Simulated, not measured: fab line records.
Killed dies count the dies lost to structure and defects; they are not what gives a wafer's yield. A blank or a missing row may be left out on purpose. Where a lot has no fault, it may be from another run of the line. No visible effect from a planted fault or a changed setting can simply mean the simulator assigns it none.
A single fault, viewed from 2 desks / flow sky130 / every desk sees just its own numbers, and what lay behind them comes last

AT THE METROLOGY DESK
What the gauges read for every lot (on any tool): the sampled wafers with a number, averaged. The brackets show how far a lot's mean lies from the usual mean; more than 4 standard deviations puts the lot out of limits, marked OUT.
Columns: A = CAP2M_OVL at SKY_CAP2M_OVL_MEAS_12, usual -0.2 nm
lot=L923; first seen here=day 40 17:01; A=-0.8
lot=L924; first seen here=day 40 17:38; A=0.2
lot=L926; first seen here=day 41 17:46; A=-0.1
lot=L928; first seen here=day 42 04:46; A=-2.3
lot=L929; first seen here=day 42 10:17; A=0.2
lot=L930; first seen here=day 43 00:02; A=0.8
lot=L931; first seen here=day 43 00:20; A=-0.4
lot=L932; first seen here=day 43 12:01; A=-1.4
lot=L934; first seen here=day 43 20:58; A=-0.3
lot=L933; first seen here=day 43 22:10; A=1.4
lot=L935; first seen here=day 44 01:26; A=1.0
lot=L943; first seen here=day 46 03:19; A=-0.9
lot=L945; first seen here=day 47 09:25; A=0.3
This desk's verdict: no lot among the 13 shows anything out of limits.

FOR THE TOOL OWNER'S DESK: plasmaAsher-03
The tool's own readings at SKY_VT_ADJUST_PCH_STRIP_09 (strips in O2/N2): means of the sampled wafers that have a number, for each lot that ran on this tool. The brackets show how far a lot's mean lies from the usual mean; more than 4 standard deviations puts the lot out of limits, marked OUT.
Columns: A = drypumpMotorCurrentA at SKY_VT_ADJUST_PCH_STRIP_09, usual 5.8 A; B = oesProductAu at SKY_VT_ADJUST_PCH_STRIP_09, usual 0.723 a.u.; C = stripTimeToEndpointS at SKY_VT_ADJUST_PCH_STRIP_09, usual 36.92 s
lot=L931; first seen here=day 13 00:44; A=5.7; B=0.721; C=36.87
lot=L933; first seen here=day 13 15:26; A=5.7; B=0.722; C=36.87
lot=L943; first seen here=day 16 21:08; A=5.7; B=0.723; C=36.91
lot=L945; first seen here=day 17 23:10; A=5.7; B=0.721; C=37.00
This desk's verdict: no lot among the 4 shows anything out of limits.

TAKEN TOGETHER
From the metrology desk's view, nothing was out of limits.
Nothing out of limits was seen by the tool owner's desk.

WHAT THE SIMULATOR HAD PUT IN
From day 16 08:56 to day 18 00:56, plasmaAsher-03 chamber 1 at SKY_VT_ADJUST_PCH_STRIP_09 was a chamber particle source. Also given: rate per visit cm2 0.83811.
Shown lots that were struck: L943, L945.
